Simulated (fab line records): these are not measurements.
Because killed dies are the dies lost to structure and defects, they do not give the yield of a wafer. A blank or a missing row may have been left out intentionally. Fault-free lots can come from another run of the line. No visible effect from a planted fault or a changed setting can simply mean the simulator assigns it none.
2 desks looking at one fault | flow sky130 | only its own numbers are on each desk; what lay behind them is given at the end

METROLOGY DESK
What the gauges read, lot by lot, whatever tool the lot ran on: means of the sampled wafers that have a number. The brackets show how far a lot's mean lies from the usual mean; more than 4 standard deviations puts the lot out of limits, marked OUT.
Columns: A = SONOS_ONO_CVD_04_THK at SKY_SONOS_ONO_THK_MEAS_05, usual 5.70 nm; B = cdNm at SKY_SONOS_ONO_CD_MEAS_13, usual 410.2 nm; C = POLY_GATE_TW at SKY_RES_PROTECT_TW_MEAS_08, usual 4089; D = LDD_N_TW at SKY_LDD_N_TW_MEAS_17, usual 2594
lot  | first seen here | A    | B     | C    | D
L103 | day 12 00:52    | 5.81 | 413.6 | 4126 | 2572
L106 | day 12 23:31    | 5.65 | 412.1 | 4082 | 2623
L107 | day 13 04:58    | 5.70 | 409.5 | 4134 | 2617
L108 | day 13 10:52    | 5.72 | 404.2 | 4028 | 2573
L111 | day 14 16:10    | 5.72 | 409.4 | 4142 | 2573
L113 | day 15 05:39    | 5.70 | 412.7 | 4091 | 2573
L114 | day 15 10:18    | 5.70 | 410.9 | 4022 | 2622
L118 | day 17 00:41    | 5.89 | 407.8 | 4139 | 2942 (+17) OUT
L119 | day 17 18:47    | 5.67 | 411.5 | 4081 | 2950 (+17) OUT
L120 | day 17 20:01    | 5.61 | 408.4 | 4061 | 2584
L125 | day 19 21:33    | 5.67 | 413.1 | 4112 | 2617
Per this desk, out of limits: L118, L119; the first was L118, day 23 19:40 (LDD_N_TW at SKY_LDD_N_TW_MEAS_17). L103, L106, L107, L108, L111, L113, L114, L120, L125: within limits.

THE TOOL OWNER'S DESK: implanter-03
For each lot that ran on this tool, the mean over its sampled wafers that have a number, from the tool's own readings at SKY_LDD_N_IMPLANT_08. The brackets show how far a lot's mean lies from the usual mean; more than 4 standard deviations puts the lot out of limits, marked OUT.
Columns: A = beamOnS at SKY_LDD_N_IMPLANT_08, usual 10.00 s; B = doseIonsCm2 at SKY_LDD_N_IMPLANT_08, usual 7.502e+13; C = faradayCurrentUA at SKY_LDD_N_IMPLANT_08, usual 423
lot  | first seen here | A                       | B                           | C
L108 | day 19 20:55    | 10.28                   | 7.508e+13                   | 412
L111 | day 21 03:11    | 10.11                   | 7.493e+13                   | 418
L113 | day 22 03:43    | 10.14                   | 7.503e+13                   | 416
L118 | day 23 18:23    | 67.35 (+99 or more) OUT | 5.389e+14 (+99 or more) OUT | 451
L119 | day 24 12:38    | 68.18 (+99 or more) OUT | 5.388e+14 (+99 or more) OUT | 445
Finding of this desk: L118, L119 out of limits; the first was L118 at day 23 18:23, on beamOnS at SKY_LDD_N_IMPLANT_08. L108, L111, L113: within limits.

BROUGHT TOGETHER
On L118, L119, at day 23 18:23, an alarm was possible from the tool owner's desk.
The metrology desk could have raised an alarm at day 23 19:40, on L118, L119.
The lots listed all ran SKY_LDD_N_IMPLANT_08 on implanter-03.

WHAT THE SIMULATOR PUT IN
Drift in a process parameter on implanter-03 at SKY_LDD_N_IMPLANT_08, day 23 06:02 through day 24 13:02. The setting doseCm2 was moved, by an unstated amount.
Shown lots that were struck: L118, L119.
Counting hours from when the fault started, the first reading out of limits came at 12 for the tool owner's desk and at 14 for the metrology desk.
